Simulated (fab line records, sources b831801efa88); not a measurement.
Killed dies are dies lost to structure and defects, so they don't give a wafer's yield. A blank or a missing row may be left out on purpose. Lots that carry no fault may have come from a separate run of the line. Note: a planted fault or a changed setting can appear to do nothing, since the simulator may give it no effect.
Lot-split experiment | flow sky130 | 5 lots, 23 wafers read, on a route of 708 steps

== SPLIT DETAILS ==
At SKY_CAPM_DEVELOP_11 (develop time 60 s), the setting develop time s was moved away from the recipe's 60 s on 9 of the 23 wafers read, by -13.4% to +7.0%. The other wafers ran this setting at the recipe's value.

Between the split and the reading, the file records no step.

== THE READING ==
CAPM.cd nm (the simulator's own value, which no gauge read), in nm, at SKY_CAPM_METAL_ETCH_13 (etches TiN in Cl2/BCl3, stops on SiO2, target depth 220 nm, time 62.9 s). There is no usual value for it anywhere in the file. The 14 wafers here that ran the recipe average 1001.9 nm, standard deviation 1.3 nm.

wafer  | tool, chamber at the split | develop time s as run, s | against the recipe | CAPM.cd nm, nm | against lot-mates on the recipe
L076.2 | litho track-04, 0          | 60                       | recipe             | 1001           | -
L076.3 | litho track-04, 0          | 64.21                    | +7.0%              | 996            | -6.3
L076.4 | litho track-04, 0          | 60                       | recipe             | 1003           | -
L076.5 | litho track-04, 0          | 60                       | recipe             | 1003           | -
L076.6 | litho track-04, 0          | 64.21                    | +7.0%              | 995.7          | -6.6
L075.1 | litho track-03, 0          | 60                       | recipe             | 1002           | -
L075.2 | litho track-03, 0          | 52.42                    | -12.6%             | 1016           | +14.3
L075.3 | litho track-03, 0          | 60                       | recipe             | 1002           | -
L075.5 | litho track-03, 0          | 60                       | recipe             | 1001           | -
L075.6 | litho track-03, 0          | 52.42                    | -12.6%             | 1013           | +11.3
L079.3 | litho track-02, 0          | 60                       | recipe             | 1002           | -
L079.5 | litho track-02, 0          | 60                       | recipe             | 998.5          | -
L079.6 | litho track-02, 0          | 60                       | recipe             | 1002           | -
L082.1 | litho track-04, 0          | 60                       | recipe             | 1002           | -
L082.2 | litho track-04, 0          | 52.46                    | -12.6%             | 1015           | +13.3
L082.3 | litho track-04, 0          | 52.46                    | -12.6%             | 1014           | +12.3
L082.4 | litho track-04, 0          | 60                       | recipe             | 1001           | -
L082.5 | litho track-04, 0          | 60                       | recipe             | 1002           | -
L084.1 | litho track-04, 0          | 60                       | recipe             | 1004           | -
L084.2 | litho track-04, 0          | 60                       | recipe             | 1003           | -
L084.4 | litho track-04, 0          | 51.96                    | -13.4%             | 1015           | +11.5
L084.5 | litho track-04, 0          | 51.96                    | -13.4%             | 1016           | +12.5
L084.6 | litho track-04, 0          | 51.96                    | -13.4%             | 1018           | +14.5

THE FIT
A straight line over all 23 wafers: CAPM.cd nm changes by -1.01 nm for each +1% of develop time s; r = -0.98; the points scatter about the line by 1.3 nm.
The same after taking each lot's own level away (the mean of its wafers on the recipe; 23 wafers): -0.981 nm for each +1%; r = -0.99; scatter 1.1 nm.
The reading moves by 13 nm for the largest change in develop time s, on that fit.
The lots' own levels span 1000.83 to 1003.50 nm, that is 2.1 times the standard deviation above.
Hence the lot-to-lot level has little effect on the slope; both slopes agree.
Check: +13.5 nm against its lot-mates is what the line predicts for one of the wafers moved furthest among these (-13.4%) when that wafer is left out of the fit. Against them it came out at +11.5 nm.

== THE OTHER SPLITS THESE WAFERS WENT THROUGH ==
These wafers also went through other splits before the reading. Each is held against what the fit with the lots' levels taken away leaves over:
other split on the same wafers | wafers away from the commonest value | r with CAPM.cd nm (lot level and that fit taken away)
SKY_CAPM_SPUTTER_02 time s     | 7                                    | +0.06

== FILE'S OWN FIT ==
CAPM.cd nm changes by -1.01 nm for each +1% of develop time s, r = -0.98.
